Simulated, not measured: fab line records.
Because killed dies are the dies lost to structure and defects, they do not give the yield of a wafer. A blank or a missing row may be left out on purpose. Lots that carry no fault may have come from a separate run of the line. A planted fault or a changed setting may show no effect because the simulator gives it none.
Comparing a struck lot with a sound one :: flow sky130 :: 20 out of 708 route steps
Sound: the wafers L349.2, L349.4, L349.5. Wafers struck: L363.2, L363.4, L363.5. The cause comes at the end.
Each step with rows lists, per side, the tool, then ch with its chambers, then its first start. Under that, the readings that differ: sound wafers :: struck wafers :: difference of the means :: sigmas: that difference in standard deviations of wafers without a fault.
alike: readings with means less than 2 such deviations apart, plus words and numbers identical on both sides. not compared: withheld readings, readings lacking a value on some wafer, bounds such as >300 that could conceal the same value, and numbers that have no deviation in the record and whose values overlap.
Wherever a step has rows on one side only, a row that says differs or no value, or a row with sigmas, the two part there. Numbers that don't overlap but have no deviation are shown without sigmas and don't part them. Lack of a reading on every wafer of one side parts them only where that side has two or more wafers.

first, 3 steps without rows for these wafers: SKY_SD_P_EXPOSE_04 (exposes mask PSDM, target cd 380 nm); SKY_SD_P_PEB_05; SKY_SD_P_DEVELOP_06 (develop time 60 s).
SKY_SD_P_CD_MEAS_07: target cd 380 nm.
  sound on cdSem-01, day 26 01:22; struck on cdSem-01, day 31 01:37
  alike: cdNm
SKY_SD_P_OVL_MEAS_08:
  sound on overlay-02, day 26 01:29; struck on overlay-02, day 31 01:44
  alike: SD_P_OVL
after that, 1 step had no rows for these wafers: SKY_SD_P_IMPLANT_09.
SKY_SD_P_STRIP_10: strips in O2/N2.
  sound on plasmaAsher-03 ch 0,1, day 26 01:40; struck on plasmaAsher-03 ch 0,1, day 31 01:55
  alike: chamberPressureMTorr, drypumpMotorCurrentA, o2FlowSccm, oesProductAu, stripTimeToEndpointS
  not compared: rfHoursCounterH
SKY_SD_P_TW_MEAS_11:
  sound on filmMetro-04, day 26 01:46; struck on filmMetro-01, day 31 02:01
reading: SD_P_TW
sound: 2826 2825 2806
struck: 2880 2899 2893
difference: +72
sigmas: +3
then, 4 steps without rows for these wafers: SKY_RES_XHIGH_DEHYDRATE_00 (time 60 s); SKY_RES_XHIGH_HMDS_01 (prime time 60 s); SKY_RES_XHIGH_COAT_02 (resist thk 1140 nm); SKY_RES_XHIGH_SOFTBAKE_03 (time 60 s).
SKY_RES_XHIGH_EXPOSE_04: exposes mask URPM, target cd 1270 nm.
  sound on ilineStepper-01 ch 0, day 26 16:01; struck on ilineStepper-02 ch 0, day 31 15:24
reading: mask
sound: URPM#0 URPM#0 URPM#0
struck: NSDM#0 NSDM#0 NSDM#0
difference: differs
sigmas: 
then, 3 steps without rows for these wafers: SKY_RES_XHIGH_PEB_05; SKY_RES_XHIGH_DEVELOP_06 (develop time 60 s); SKY_RES_XHIGH_IMPLANT_07.
SKY_RES_XHIGH_STRIP_08: strips in O2/N2.
  sound on plasmaAsher-01 ch 0,1, day 27 06:36; struck on plasmaAsher-02 ch 0,1, day 32 05:01
  alike: chamberPressureMTorr, drypumpMotorCurrentA, o2FlowSccm, oesProductAu, stripTimeToEndpointS
  not compared: rfHoursCounterH
SKY_RES_XHIGH_TW_MEAS_09:
  sound on filmMetro-01, day 27 06:43; struck on filmMetro-02, day 32 05:07
reading: RES_XHIGH_TW
sound: 1681 1676 1684
struck: 30 30 31
difference: -1650
sigmas: -99 or more
then, 1 step without rows for these wafers: SKY_SD_N_DEHYDRATE_00 (time 60 s).
-- the record jumps here: 17 days lie between the struck wafers' starts before and after (it left off in module SD_N and takes up again in module PAD_OPEN, whose first step shown is number 708 of the route) --
SKY_PAD_OPEN_PROBE_99:
  sound on prober-02, day 46 03:03; struck on prober-02, day 49 16:10
reading: killedAtOther
sound: 1 0 1
struck: 411 419 398
difference: +409
sigmas: +99 or more

reading: killedDies
sound: 80 82 79
struck: 492 492 492
difference: +412
sigmas: +41

reading: killedOnRim
sound: 21 14 10
struck: 96 96 96
difference: +81
sigmas: +21

reading: model.etest.resNdiff.lineOhmUm
sound: 793.8 786 776.8
struck: 942.7 945.3 935.1
difference: +155.5
sigmas: 

reading: model.etest.nfetG5v0d10v5.rOnOhmUm
sound: 1873 1892 1871
struck: 2001 1959 1990
difference: +105
sigmas: 

reading: model.etest.sonosUncharged.rOnOhmUm
sound: 830.9 833.4 824.9
struck: 878.5 874.8 877.5
difference: +47.2
sigmas: 

reading: model.etest.nfet_01v8.rOnOhmUm
sound: 824.6 848.8 829.4
struck: 887 863.5 889.7
difference: +46
sigmas: 

reading: model.etest.liconNdiff.rcOhm
sound: 188.2 183.3 176.8
struck: 213.3 209 211
difference: +28.3
sigmas: 

reading: model.etest.resNdiff.rsOhmSq
sound: 119.4 120.2 120.7
struck: 150.2 151.5 150.5
difference: +30.6
sigmas: 

reading: model.etest.nfet_01v8_lvt.driveUaUm
sound: 577.5 560.7 574.6
struck: 541.3 556 546.3
difference: -23.1
sigmas: 

reading: model.etest.resNdiffHv.rsOhmSq
sound: 114.2 113.1 114.6
struck: 136.2 135.9 137.2
difference: +22.5
sigmas: 
  alike: killed_at_M0_to_M3, killed_at_M4_up, killedAtContacts, killedAtFrontEnd, killedOpen, killedShort

## WHERE THEY PART
At SKY_SD_P_TW_MEAS_11 first; at SKY_PAD_OPEN_PROBE_99 last (within this record only).

WHY: what the simulator had put in
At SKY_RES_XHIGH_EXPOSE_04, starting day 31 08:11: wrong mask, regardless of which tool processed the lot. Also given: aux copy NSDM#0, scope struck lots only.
